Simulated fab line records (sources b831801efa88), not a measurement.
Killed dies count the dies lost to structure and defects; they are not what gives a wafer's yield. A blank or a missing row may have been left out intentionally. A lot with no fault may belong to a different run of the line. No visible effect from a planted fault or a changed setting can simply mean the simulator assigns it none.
Which tool was responsible? / flow gf180mcu / Sampling: 24 lots, 72 wafers, 6 of 602 route steps

## WHAT EACH GAUGE READ, for each wafer
GF_VT_IMPLANT_OVL_MEAS_07.
lot=L074; measured=day 5 15:36; on=overlay-02; VT_IMPLANT_OVL (nm)=-0.6 -1.2 2.6
lot=L075; measured=day 6 01:28; on=overlay-02; VT_IMPLANT_OVL (nm)=1.9 2.5 2.9
lot=L076; measured=day 6 05:35; on=overlay-02; VT_IMPLANT_OVL (nm)=2.3 3.0 3.6
lot=L077; measured=day 6 10:44; on=overlay-02; VT_IMPLANT_OVL (nm)=0.8 0.1 0.6
lot=L078; measured=day 6 17:41; on=overlay-01; VT_IMPLANT_OVL (nm)=0.9 1.7 0.1
lot=L079; measured=day 6 23:14; on=overlay-01; VT_IMPLANT_OVL (nm)=1.3 0.9 1.3
lot=L080; measured=day 7 05:32; on=overlay-01; VT_IMPLANT_OVL (nm)=0.8 0.0 -0.2
lot=L081; measured=day 7 11:23; on=overlay-02; VT_IMPLANT_OVL (nm)=-0.6 1.2 0.3
lot=L082; measured=day 7 16:59; on=overlay-01; VT_IMPLANT_OVL (nm)=0.1 0.6 0.0
lot=L083; measured=day 7 23:58; on=overlay-02; VT_IMPLANT_OVL (nm)=1.7 2.1 1.8
lot=L084; measured=day 8 04:26; on=overlay-02; VT_IMPLANT_OVL (nm)=-1.2 0.4 0.3
lot=L085; measured=day 8 12:35; on=overlay-01; VT_IMPLANT_OVL (nm)=-0.5 0.6 0.4
lot=L086; measured=day 8 18:21; on=overlay-02; VT_IMPLANT_OVL (nm)=1.4 2.0 3.2
lot=L087; measured=day 9 00:02; on=overlay-01; VT_IMPLANT_OVL (nm)=-2.2 -1.4 -1.1
lot=L088; measured=day 9 07:05; on=overlay-02; VT_IMPLANT_OVL (nm)=1.5 0.4 1.2
lot=L089; measured=day 9 10:32; on=overlay-02; VT_IMPLANT_OVL (nm)=2.0 2.0 3.1
lot=L090; measured=day 9 16:40; on=overlay-01; VT_IMPLANT_OVL (nm)=1.2 0.6 0.7
lot=L091; measured=day 10 00:37; on=overlay-02; VT_IMPLANT_OVL (nm)=2.1 2.0 -0.6
lot=L092; measured=day 10 08:05; on=overlay-02; VT_IMPLANT_OVL (nm)=2.1 0.6 0.7
lot=L093; measured=day 10 11:23; on=overlay-01; VT_IMPLANT_OVL (nm)=0.1 -0.3 1.1
lot=L094; measured=day 10 16:32; on=overlay-01; VT_IMPLANT_OVL (nm)=0.3 0.6 1.4
lot=L095; measured=day 11 01:05; on=overlay-02; VT_IMPLANT_OVL (nm)=2.3 2.0 0.2
lot=L097; measured=day 11 13:34; on=overlay-01; VT_IMPLANT_OVL (nm)=0.4 -2.6 -0.5
lot=L096; measured=day 11 13:44; on=overlay-02; VT_IMPLANT_OVL (nm)=2.8 2.0 0.0

GF_VT_IMPLANT_OVL_MEAS_29.
lot=L074; measured=day 6 22:02; on=overlay-02; VT_IMPLANT_02_OVL (nm)=0.7 2.2 -0.3
lot=L075; measured=day 7 07:56; on=overlay-02; VT_IMPLANT_02_OVL (nm)=2.0 -0.7 0.8
lot=L076; measured=day 7 13:35; on=overlay-02; VT_IMPLANT_02_OVL (nm)=-0.7 -0.6 0.4
lot=L077; measured=day 7 17:42; on=overlay-02; VT_IMPLANT_02_OVL (nm)=0.3 0.4 0.0
lot=L078; measured=day 8 01:59; on=overlay-02; VT_IMPLANT_02_OVL (nm)=0.1 0.7 -0.5
lot=L079; measured=day 8 07:26; on=overlay-02; VT_IMPLANT_02_OVL (nm)=1.3 1.6 2.0
lot=L080; measured=day 8 14:08; on=overlay-01; VT_IMPLANT_02_OVL (nm)=-2.0 -1.7 -1.6
lot=L081; measured=day 8 20:32; on=overlay-02; VT_IMPLANT_02_OVL (nm)=1.2 1.2 1.2
lot=L082; measured=day 9 01:28; on=overlay-01; VT_IMPLANT_02_OVL (nm)=0.1 1.4 -0.6
lot=L083; measured=day 9 09:37; on=overlay-02; VT_IMPLANT_02_OVL (nm)=-0.5 1.0 1.4
lot=L084; measured=day 9 14:14; on=overlay-01; VT_IMPLANT_02_OVL (nm)=-1.4 -1.2 -2.2
lot=L085; measured=day 9 22:56; on=overlay-02; VT_IMPLANT_02_OVL (nm)=-0.6 1.1 -0.3
lot=L086; measured=day 10 03:26; on=overlay-02; VT_IMPLANT_02_OVL (nm)=-2.0 0.6 -0.7
lot=L087; measured=day 10 11:08; on=overlay-01; VT_IMPLANT_02_OVL (nm)=0.6 -0.5 -0.4
lot=L088; measured=day 10 18:23; on=overlay-02; VT_IMPLANT_02_OVL (nm)=1.4 -0.8 -1.5
lot=L089; measured=day 10 21:14; on=overlay-01; VT_IMPLANT_02_OVL (nm)=1.6 -0.9 0.0
lot=L090; measured=day 11 04:34; on=overlay-02; VT_IMPLANT_02_OVL (nm)=-2.7 -2.1 -1.3
lot=L091; measured=day 11 12:11; on=overlay-02; VT_IMPLANT_02_OVL (nm)=0.8 1.4 1.3
lot=L092; measured=day 11 19:38; on=overlay-02; VT_IMPLANT_02_OVL (nm)=-0.7 -0.3 -2.9
lot=L093; measured=day 12 00:12; on=overlay-02; VT_IMPLANT_02_OVL (nm)=0.0 0.7 -0.1
lot=L094; measured=day 12 04:20; on=overlay-01; VT_IMPLANT_02_OVL (nm)=0.8 1.9 1.0
lot=L095; measured=day 12 13:08; on=overlay-01; VT_IMPLANT_02_OVL (nm)=-1.4 0.1 0.2
lot=L097; measured=day 13 03:28; on=overlay-02; VT_IMPLANT_02_OVL (nm)=-3.4 -1.8 -1.7
lot=L096; measured=day 13 04:50; on=overlay-02; VT_IMPLANT_02_OVL (nm)=2.8 1.3 0.5

GF_M3_RS_MEAS_05: measurement is done with a four-point probe.
lot=L074; measured=day 20 10:31; on=film metro-02; M3_ALCU_RS (ohm/sq)=0.0695 0.0692 0.0699
lot=L075; measured=day 20 23:49; on=film metro-03; M3_ALCU_RS (ohm/sq)=0.0694 0.0694 0.0701
lot=L076; measured=day 21 04:52; on=film metro-02; M3_ALCU_RS (ohm/sq)=0.0689 0.0694 0.0693
lot=L077; measured=day 21 18:26; on=film metro-03; M3_ALCU_RS (ohm/sq)=0.0709 0.0699 0.0708
lot=L078; measured=day 22 07:05; on=film metro-02; M3_ALCU_RS (ohm/sq)=0.0679 0.0686 0.0686
lot=L079; measured=day 22 09:03; on=film metro-02; M3_ALCU_RS (ohm/sq)=0.0685 0.0687 0.0692
lot=L080; measured=day 23 05:07; on=film metro-04; M3_ALCU_RS (ohm/sq)=0.0700 0.0704 0.0693
lot=L081; measured=day 23 10:55; on=film metro-04; M3_ALCU_RS (ohm/sq)=0.0695 0.0696 0.0695
lot=L082; measured=day 23 12:07; on=film metro-02; M3_ALCU_RS (ohm/sq)=0.0696 0.0694 0.0698
lot=L083; measured=day 24 04:55; on=film metro-03; M3_ALCU_RS (ohm/sq)=0.0697 0.0706 0.0701
lot=L084; measured=day 24 00:27; on=film metro-02; M3_ALCU_RS (ohm/sq)=0.0710 0.0713 0.0709
lot=L085; measured=day 24 20:25; on=film metro-02; M3_ALCU_RS (ohm/sq)=0.0699 0.0691 0.0695
lot=L086; measured=day 24 23:17; on=film metro-03; M3_ALCU_RS (ohm/sq)=0.0692 0.0689 0.0689
lot=L087; measured=day 25 08:37; on=film metro-02; M3_ALCU_RS (ohm/sq)=0.0694 0.0697 0.0697
lot=L088; measured=day 25 12:58; on=film metro-02; M3_ALCU_RS (ohm/sq)=0.0695 0.0697 0.0694
lot=L089; measured=day 25 17:50; on=film metro-04; M3_ALCU_RS (ohm/sq)=0.0697 0.0693 0.0700
lot=L090; measured=day 25 21:46; on=film metro-02; M3_ALCU_RS (ohm/sq)=0.0698 0.0700 0.0704
lot=L091; measured=day 26 06:08; on=film metro-04; M3_ALCU_RS (ohm/sq)=0.0693 0.0692 0.0696
lot=L092; measured=day 26 16:53; on=film metro-03; M3_ALCU_RS (ohm/sq)=0.0698 0.0703 0.0692
lot=L093; measured=day 27 02:51; on=film metro-03; M3_ALCU_RS (ohm/sq)=0.0698 0.0701 0.0700
lot=L094; measured=day 27 07:53; on=film metro-02; M3_ALCU_RS (ohm/sq)=0.0700 0.0690 0.0697
lot=L095; measured=day 27 13:59; on=film metro-04; M3_ALCU_RS (ohm/sq)=0.0704 0.0707 0.0711
lot=L097; measured=day 28 09:15; on=film metro-02; M3_ALCU_RS (ohm/sq)=0.0705 0.0708 0.0715
lot=L096; measured=day 28 08:34; on=film metro-02; M3_ALCU_RS (ohm/sq)=0.0695 0.0699 0.0698

GF_V3_RS_MEAS_24: measurement is done with a four-point probe.
lot=L074; measured=day 22 12:37; on=film metro-04; V3_W_RS (ohm/sq)=0.330 0.329 0.333
lot=L075; measured=day 23 01:15; on=film metro-04; V3_W_RS (ohm/sq)=0.326 0.334 0.329
lot=L076; measured=day 23 05:17; on=film metro-02; V3_W_RS (ohm/sq)=0.325 0.330 0.331
lot=L077; measured=day 23 18:56; on=film metro-04; V3_W_RS (ohm/sq)=0.326 0.325 0.322
lot=L078; measured=day 24 06:52; on=film metro-01; V3_W_RS (ohm/sq)=0.327 0.327 0.329
lot=L079; measured=day 24 09:27; on=film metro-01; V3_W_RS (ohm/sq)=0.325 0.329 0.327
lot=L080; measured=day 25 03:47; on=film metro-02; V3_W_RS (ohm/sq)=0.329 0.330 0.332
lot=L081; measured=day 25 09:10; on=film metro-04; V3_W_RS (ohm/sq)=0.324 0.327 0.327
lot=L082; measured=day 25 11:03; on=film metro-04; V3_W_RS (ohm/sq)=0.330 0.332 0.333
lot=L083; measured=day 26 02:21; on=film metro-01; V3_W_RS (ohm/sq)=0.328 0.326 0.327
lot=L084; measured=day 25 22:02; on=film metro-04; V3_W_RS (ohm/sq)=0.328 0.329 0.329
lot=L085; measured=day 26 16:58; on=film metro-01; V3_W_RS (ohm/sq)=0.332 0.329 0.328
lot=L086; measured=day 26 20:26; on=film metro-01; V3_W_RS (ohm/sq)=0.332 0.335 0.333
lot=L087; measured=day 27 05:43; on=film metro-02; V3_W_RS (ohm/sq)=0.325 0.328 0.327
lot=L088; measured=day 27 09:32; on=film metro-01; V3_W_RS (ohm/sq)=0.326 0.325 0.326
lot=L089; measured=day 27 13:59; on=film metro-01; V3_W_RS (ohm/sq)=0.324 0.327 0.328
lot=L090; measured=day 27 17:46; on=film metro-04; V3_W_RS (ohm/sq)=0.326 0.329 0.327
lot=L091; measured=day 28 01:40; on=film metro-02; V3_W_RS (ohm/sq)=0.331 0.330 0.333
lot=L092; measured=day 28 12:07; on=film metro-02; V3_W_RS (ohm/sq)=0.329 0.330 0.329
lot=L093; measured=day 28 21:05; on=film metro-02; V3_W_RS (ohm/sq)=0.332 0.334 0.335
lot=L094; measured=day 29 02:07; on=film metro-01; V3_W_RS (ohm/sq)=0.327 0.329 0.328
lot=L095; measured=day 29 06:58; on=film metro-02; V3_W_RS (ohm/sq)=0.328 0.327 0.328
lot=L097; measured=day 30 02:10; on=film metro-04; V3_W_RS (ohm/sq)=0.321 0.320 0.325
lot=L096; measured=day 30 01:28; on=film metro-04; V3_W_RS (ohm/sq)=0.325 0.329 0.324

GF_V4_BOW_MEAS_05.
lot=L074; measured=day 23 13:51; on=film metro-04; V4_BOW (um)=147 136 139
lot=L075; measured=day 24 01:40; on=film metro-01; V4_BOW (um)=144 138 141
lot=L076; measured=day 24 06:07; on=film metro-03; V4_BOW (um)=132 141 138
lot=L077; measured=day 24 19:22; on=film metro-04; V4_BOW (um)=130 128 138
lot=L078; measured=day 25 06:48; on=film metro-04; V4_BOW (um)=143 135 132
lot=L079; measured=day 25 09:13; on=film metro-03; V4_BOW (um)=146 139 139
lot=L080; measured=day 26 03:11; on=film metro-04; V4_BOW (um)=124 127 131
lot=L081; measured=day 26 09:05; on=film metro-04; V4_BOW (um)=138 148 137
lot=L082; measured=day 26 10:38; on=film metro-03; V4_BOW (um)=117 128 124
lot=L083; measured=day 27 01:39; on=film metro-04; V4_BOW (um)=136 139 134
lot=L084; measured=day 26 21:32; on=film metro-01; V4_BOW (um)=139 148 150
lot=L085; measured=day 27 15:43; on=film metro-01; V4_BOW (um)=109 125 123
lot=L086; measured=day 27 18:50; on=film metro-04; V4_BOW (um)=151 144 141
lot=L087; measured=day 28 04:17; on=film metro-03; V4_BOW (um)=120 130 129
lot=L088; measured=day 28 07:13; on=film metro-01; V4_BOW (um)=129 138 114
lot=L089; measured=day 28 11:53; on=film metro-03; V4_BOW (um)=147 130 135
lot=L090; measured=day 28 15:08; on=film metro-01; V4_BOW (um)=128 129 143
lot=L091; measured=day 28 22:56; on=film metro-01; V4_BOW (um)=119 138 125
lot=L092; measured=day 29 09:43; on=film metro-01; V4_BOW (um)=128 126 124
lot=L093; measured=day 29 17:46; on=film metro-01; V4_BOW (um)=132 132 128
lot=L094; measured=day 29 23:22; on=film metro-01; V4_BOW (um)=120 130 130
lot=L095; measured=day 30 03:50; on=film metro-01; V4_BOW (um)=136 137 127
lot=L097; measured=day 30 22:47; on=film metro-03; V4_BOW (um)=124 128 114
lot=L096; measured=day 30 20:52; on=film metro-01; V4_BOW (um)=125 121 131

## WHAT TOOL EACH LOT RAN ON (gives the tool, then ch and the chambers of the sampled wafers, and finally the start)
lot=L074; GF_SAB_ETCH_11=rie diel-04 ch 0,3, day 15 04:40
lot=L075; GF_SAB_ETCH_11=rie diel-03 ch 1,2,3, day 15 16:28
lot=L076; GF_SAB_ETCH_11=rie diel-03 ch 1,2, day 15 20:56
lot=L077; GF_SAB_ETCH_11=rie diel-04 ch 1,2,3, day 16 09:05
lot=L078; GF_SAB_ETCH_11=rie diel-03 ch 0,1,2, day 16 23:08
lot=L079; GF_SAB_ETCH_11=rie diel-04 ch 2,3, day 17 01:16
lot=L080; GF_SAB_ETCH_11=rie diel-01 ch 1,2,3, day 17 14:49
lot=L081; GF_SAB_ETCH_11=rie diel-01 ch 0,1,2, day 18 02:43
lot=L082; GF_SAB_ETCH_11=rie diel-04 ch 1,2,3, day 18 02:56
lot=L083; GF_SAB_ETCH_11=rie diel-04 ch 0,2,3, day 18 20:10
lot=L084; GF_SAB_ETCH_11=rie diel-03 ch 0,1,2, day 18 18:29
lot=L085; GF_SAB_ETCH_11=rie diel-01 ch 0,1,3, day 19 14:32
lot=L086; GF_SAB_ETCH_11=rie diel-03 ch 0,1,2, day 19 17:50
lot=L087; GF_SAB_ETCH_11=rie diel-04 ch 1,2, day 20 03:32
lot=L088; GF_SAB_ETCH_11=rie diel-01 ch 0,1,3, day 20 07:35
lot=L089; GF_SAB_ETCH_11=rie diel-04 ch 0,1,3, day 20 16:11
lot=L090; GF_SAB_ETCH_11=rie diel-03 ch 0,1,3, day 20 21:10
lot=L091; GF_SAB_ETCH_11=rie diel-04 ch 0,2, day 21 05:15
lot=L092; GF_SAB_ETCH_11=rie diel-03 ch 0,2, day 21 16:34
lot=L093; GF_SAB_ETCH_11=rie diel-04 ch 2,3, day 22 03:01
lot=L094; GF_SAB_ETCH_11=rie diel-03 ch 0,3, day 22 09:44
lot=L095; GF_SAB_ETCH_11=rie diel-04 ch 0,1,2, day 22 14:43
lot=L097; GF_SAB_ETCH_11=rie diel-01 ch 0,2,3, day 23 13:58
lot=L096; GF_SAB_ETCH_11=rie diel-04 ch 0,2,3, day 23 10:44
- GF_SAB_ETCH_11: etches SiO2 in C4F8/O2/Ar, target depth 55 nm, time 8.5 s.

## AS READ BY THE TOOLS THEMSELVES (means over the sampled wafers that have a number; for cases with no such wafer, the mark the record gives instead)
GF_SAB_ETCH_11.
lot=L074; tool=rie diel-04; oes product au (a.u.)=1.015
lot=L075; tool=rie diel-03; oes product au (a.u.)=0.995
lot=L076; tool=rie diel-03; oes product au (a.u.)=0.990
lot=L077; tool=rie diel-04; oes product au (a.u.)=1.012
lot=L078; tool=rie diel-03; oes product au (a.u.)=0.990
lot=L079; tool=rie diel-04; oes product au (a.u.)=1.012
lot=L080; tool=rie diel-01; oes product au (a.u.)=1.002
lot=L081; tool=rie diel-01; oes product au (a.u.)=1.006
lot=L082; tool=rie diel-04; oes product au (a.u.)=1.005
lot=L083; tool=rie diel-04; oes product au (a.u.)=1.006
lot=L084; tool=rie diel-03; oes product au (a.u.)=0.986
lot=L085; tool=rie diel-01; oes product au (a.u.)=1.010
lot=L086; tool=rie diel-03; oes product au (a.u.)=0.977
lot=L087; tool=rie diel-04; oes product au (a.u.)=1.002
lot=L088; tool=rie diel-01; oes product au (a.u.)=0.999
lot=L089; tool=rie diel-04; oes product au (a.u.)=1.002
lot=L090; tool=rie diel-03; oes product au (a.u.)=0.995
lot=L091; tool=rie diel-04; oes product au (a.u.)=1.004
lot=L092; tool=rie diel-03; oes product au (a.u.)=0.995
lot=L093; tool=rie diel-04; oes product au (a.u.)=0.998
lot=L094; tool=rie diel-03; oes product au (a.u.)=1.002
lot=L095; tool=rie diel-04; oes product au (a.u.)=1.010
lot=L097; tool=rie diel-01; oes product au (a.u.)=0.998
lot=L096; tool=rie diel-04; oes product au (a.u.)=1.008

## THE ANSWER, worked out from the rows above alone
Rule: the usual values come from the lots themselves. The widest of any qualifying gaps counts: lots, ordered by their means at a reading, are off when they make up no more than a third of the lots, leave a main group of 4 or more, and stand apart from it by 3 or more times the standard deviation of that group's means. Not used: any main group whose means are identical at the precision the tables above print for the reading. A lot without any number at a reading at which 4 lots or more have one is off too. All remaining lots with rows at the step are treated as sound. The gauges are gone through in route order, then the tools' own readings, and for those a lot's mean is taken as printed above. The first step at which some lot is off is used, and at that step the reading that is off furthest; a lot without a number counts as furthest.
No lot is off on any of the readings shown, so nothing can be concluded from this.

## WHAT HAD BEEN PUT IN BY THE SIMULATOR
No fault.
